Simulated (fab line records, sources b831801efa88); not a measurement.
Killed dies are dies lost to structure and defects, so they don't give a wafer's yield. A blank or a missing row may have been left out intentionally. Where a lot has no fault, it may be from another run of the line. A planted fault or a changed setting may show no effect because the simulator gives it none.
One fault through the eyes of 2 desks || flow sky130 || only its own numbers are on each desk; what lay behind them is given at the end

## THE TOOL OWNER'S DESK: implanter-04
SKY_LDD_P_IMPLANT_09, tool's own readings: per-lot mean of the sampled wafers with a number, covering each lot this tool ran. The brackets show how far a lot's mean lies from the usual mean; more than 4 standard deviations puts the lot out of limits, marked OUT.
Columns: A = beamEnergyKeV at SKY_LDD_P_IMPLANT_09, usual 24.999
{"lot": "L871", "first seen here": "day 23 16:40", "A": "25.888 (+99 or more) OUT"}
{"lot": "L872", "first seen here": "day 23 19:04", "A": "25.893 (+99 or more) OUT"}
{"lot": "L874", "first seen here": "day 24 08:43", "A": "25.891 (+99 or more) OUT"}
{"lot": "L881", "first seen here": "day 26 14:46", "A": 24.993}
{"lot": "L882", "first seen here": "day 27 00:56", "A": 25.004}
This desk's finding: out of limits on L871, L872, L874; first on L871, day 23 16:40 (beamEnergyKeV at SKY_LDD_P_IMPLANT_09). L881, L882: within limits.

## METROLOGY DESK
Means of the sampled wafers that have a number, per lot and without regard to the tool the lot ran on: this is what the gauges read. The brackets show how far a lot's mean lies from the usual mean; more than 4 standard deviations puts the lot out of limits, marked OUT.
Columns: A = LDD_N_TW at SKY_LDD_N_TW_MEAS_17, usual 2584; B = cdNm at SKY_LDD_P_CD_MEAS_07, usual 380.0 nm; C = LDD_P_OVL at SKY_LDD_P_OVL_MEAS_08, usual -1.1 nm
{"lot": "L865", "first seen here": "day 19 19:46", "A": 2592, "B": 377.5, "C": -0.8}
{"lot": "L871", "first seen here": "day 22 10:43", "A": 2580, "B": 382.8, "C": 0.3}
{"lot": "L872", "first seen here": "day 22 12:40", "A": 2591, "B": 382.6, "C": -1.9}
{"lot": "L874", "first seen here": "day 23 02:48", "A": 2582, "B": 381.6, "C": -0.7}
{"lot": "L876", "first seen here": "day 24 08:19", "A": 2540, "B": 382.2, "C": -0.7}
{"lot": "L881", "first seen here": "day 25 09:56", "A": 2593, "B": 378.5, "C": -0.4}
{"lot": "L882", "first seen here": "day 25 20:14", "A": 2578, "B": 379.1, "C": -1.3}
This desk's finding: nothing out of limits on any of the 7 lots.

## BROUGHT TOGETHER
The tool owner's desk could have raised an alarm at day 23 16:40, on L871, L872, L874.
Metrology desk: nothing out of limits seen.
The metrology desk holds a record of L871, L872, L874, inside its limits.
Of the lots named, all ran SKY_LDD_P_IMPLANT_09 on implanter-04.

## WHAT THE SIMULATOR HAD INSERTED
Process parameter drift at SKY_LDD_P_IMPLANT_09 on implanter-04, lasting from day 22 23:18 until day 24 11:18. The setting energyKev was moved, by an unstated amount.
Shown lots that were struck: L871, L872, L874.
Hours from the fault's start to each desk's first reading out of limits: the tool owner's desk, 17.
